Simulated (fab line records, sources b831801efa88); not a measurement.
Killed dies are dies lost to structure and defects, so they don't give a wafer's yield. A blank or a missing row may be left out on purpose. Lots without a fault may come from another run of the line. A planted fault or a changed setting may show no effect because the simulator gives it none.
Tool commonality check | flow gf180mcu | 11 lots, 33 wafers sampled

WHY IT WAS OPENED
At GF_PSD_RS_MEAS_14 the reading NSD_RS is flagged on 2 of 11 lots. Wafers without a fault read 46.14 ohm/sq, standard deviation 0.074.
Rule: a lot is flagged when every wafer of it that has a number lies more than 4 standard deviations from that mean, or none has a number. The other lots count as sound.

lot  | measured     | on            | NSD_RS (ohm/sq), wafer by wafer | flag
L794 | day 14 09:53 | film_metro-02 | 46.22 46.26 46.24               |
L795 | day 14 16:31 | film_metro-02 | 46.18 46.16 46.13               |
L797 | day 15 13:29 | film_metro-03 | 46.24 46.20 46.29               |
L798 | day 15 20:16 | film_metro-02 | 46.20 46.16 46.19               |
L805 | day 18 15:40 | film_metro-02 | 46.12 46.13 46.11               |
L806 | day 19 01:12 | film_metro-01 | 47.02 46.83 46.86               | FLAGGED
L808 | day 19 11:32 | film_metro-01 | 47.03 46.94 46.98               | FLAGGED
L810 | day 20 08:36 | film_metro-02 | 46.22 46.31 46.08               |
L814 | day 21 13:50 | film_metro-03 | 46.03 46.07 46.10               |
L815 | day 21 21:22 | film_metro-03 | 46.13 46.12 46.16               |
L816 | day 22 04:59 | film_metro-03 | 46.21 46.15 46.13               |
The numbers of the flagged lots are 46.94 ohm/sq on average: +0.80 ohm/sq against the usual, or +11 standard deviations.

WHICH TOOL RAN EACH LOT
The record holds 4 process steps before the reading, out of a route of 602 steps. In each cell: the tool, then ch and the chambers that the sampled wafers went through, then the start.
lot  | flag    | GF_VT_IMPLANT_STRIP_42               | GF_HV_LDD_STRIP_37                   | GF_NSD_IMPLANT_09               | GF_NSD_STRIP_11
L794 |         | plasma_asher-01 ch 0,1, day 7 17:33  | plasma_asher-02 ch 0,1, day 11 17:49 | implanter-03 ch 0, day 13 12:29 | plasma_asher-03 ch 0,1, day 13 12:46
L795 |         | plasma_asher-03 ch 0,1, day 8 00:32  | plasma_asher-02 ch 1, day 12 00:31   | implanter-01 ch 0, day 13 19:17 | plasma_asher-01 ch 0,1, day 13 19:35
L797 |         | plasma_asher-01 ch 0,1, day 8 15:16  | plasma_asher-01 ch 0,1, day 12 18:53 | implanter-03 ch 0, day 14 15:22 | plasma_asher-01 ch 0,1, day 14 15:38
L798 |         | plasma_asher-03 ch 0,1, day 8 22:17  | plasma_asher-04 ch 0,1, day 13 01:25 | implanter-01 ch 0, day 14 21:40 | plasma_asher-01 ch 0,1, day 14 21:58
L805 |         | plasma_asher-01 ch 0,1, day 10 23:53 | plasma_asher-02 ch 0,1, day 15 15:52 | implanter-02 ch 0, day 17 15:52 | plasma_asher-03 ch 0,1, day 17 16:10
L806 | FLAGGED | plasma_asher-03 ch 0,1, day 11 05:08 | plasma_asher-02 ch 0,1, day 16 01:25 | implanter-01 ch 0, day 18 01:31 | plasma_asher-03 ch 0,1, day 18 01:49
L808 | FLAGGED | plasma_asher-04 ch 0,1, day 11 18:29 | plasma_asher-02 ch 0,1, day 16 10:22 | implanter-01 ch 0, day 18 12:04 | plasma_asher-03 ch 0,1, day 18 12:22
L810 |         | plasma_asher-03 ch 0,1, day 12 08:08 | plasma_asher-04 ch 0, day 17 05:40   | implanter-03 ch 0, day 19 08:34 | plasma_asher-01 ch 0,1, day 19 08:52
L814 |         | plasma_asher-04 ch 0,1, day 13 09:02 | plasma_asher-04 ch 0,1, day 18 10:15 | implanter-02 ch 0, day 20 12:49 | plasma_asher-01 ch 0,1, day 20 13:07
L815 |         | plasma_asher-01 ch 0,1, day 13 18:24 | plasma_asher-01 ch 1, day 18 19:36   | implanter-03 ch 0, day 20 21:35 | plasma_asher-04 ch 0, day 20 21:52
L816 |         | plasma_asher-04 ch 0,1, day 14 00:36 | plasma_asher-02 ch 0,1, day 19 02:37 | implanter-02 ch 0, day 21 04:19 | plasma_asher-01 ch 0,1, day 21 04:37
What these steps do:
- GF_VT_IMPLANT_STRIP_42: strips in O2/N2.
- GF_HV_LDD_STRIP_37: strips in O2/N2.
- GF_NSD_IMPLANT_09
- GF_NSD_STRIP_11: strips in O2/N2.
- GF_PSD_RS_MEAS_14: measures by four-point-probe.

FLAGGED OVER TOTAL, TOOL BY TOOL (the gauges that took the reading come last)
step                   | tool            | lots run | flagged | share of the flagged lots | sound lots run after its first flagged lot
GF_VT_IMPLANT_STRIP_42 | plasma_asher-01 | 4        | 0       | none                      | -
GF_VT_IMPLANT_STRIP_42 | plasma_asher-03 | 4        | 1       | some                      | 1 (L810)
GF_VT_IMPLANT_STRIP_42 | plasma_asher-04 | 3        | 1       | some                      | 2 (L814,L816)
GF_HV_LDD_STRIP_37     | plasma_asher-01 | 2        | 0       | none                      | -
GF_HV_LDD_STRIP_37     | plasma_asher-02 | 6        | 2       | all                       | 1 (L816)
GF_HV_LDD_STRIP_37     | plasma_asher-04 | 3        | 0       | none                      | -
GF_NSD_IMPLANT_09      | implanter-01    | 4        | 2       | all                       | 0
GF_NSD_IMPLANT_09      | implanter-02    | 3        | 0       | none                      | -
GF_NSD_IMPLANT_09      | implanter-03    | 4        | 0       | none                      | -
GF_NSD_STRIP_11        | plasma_asher-01 | 6        | 0       | none                      | -
GF_NSD_STRIP_11        | plasma_asher-03 | 4        | 2       | all                       | 0
GF_NSD_STRIP_11        | plasma_asher-04 | 1        | 0       | none                      | -
GF_PSD_RS_MEAS_14      | film_metro-01   | 2        | 2       | all                       | 0
GF_PSD_RS_MEAS_14      | film_metro-02   | 5        | 0       | none                      | -
GF_PSD_RS_MEAS_14      | film_metro-03   | 4        | 0       | none                      | -

WHAT THE TABLE ALLOWS
4 rows of the table ran every flagged lot: plasma_asher-02 at GF_HV_LDD_STRIP_37, implanter-01 at GF_NSD_IMPLANT_09, plasma_asher-03 at GF_NSD_STRIP_11, film_metro-01 at GF_PSD_RS_MEAS_14.
- plasma_asher-02 at GF_HV_LDD_STRIP_37: 2 of its 6 lots flagged. Sound lots ran on it after the first flagged one (L816), which a lasting fault on the whole tool wouldn't allow.
- implanter-01 at GF_NSD_IMPLANT_09: 2 of its 4 lots flagged. Its last sound lot is L798 (day 14 21:40), its first flagged lot L806 (day 18 01:31): a fault that began between those two fits. Its own readings lie more than 4 standard deviations out on every wafer of the flagged lots: beam_energy_keV.
- plasma_asher-03 at GF_NSD_STRIP_11: 2 of its 4 lots flagged. Its last sound lot is L805 (day 17 16:10), its first flagged lot L806 (day 18 01:49): a fault that began between those two fits. Its own readings lie more than 4 standard deviations out on every wafer of the flagged lots: strip_time_to_endpoint_s.
- film_metro-01 at GF_PSD_RS_MEAS_14: 2 of its 2 lots flagged. It ran no sound lot before its first flagged lot in this sample, so the start can't be narrowed down.
Counting lots can't tell these 3 tools apart, because each fits a fault that began at some hour. More lots, or a look at what each step does to the wafer, might.

WHAT THE SIMULATOR HAD PUT IN
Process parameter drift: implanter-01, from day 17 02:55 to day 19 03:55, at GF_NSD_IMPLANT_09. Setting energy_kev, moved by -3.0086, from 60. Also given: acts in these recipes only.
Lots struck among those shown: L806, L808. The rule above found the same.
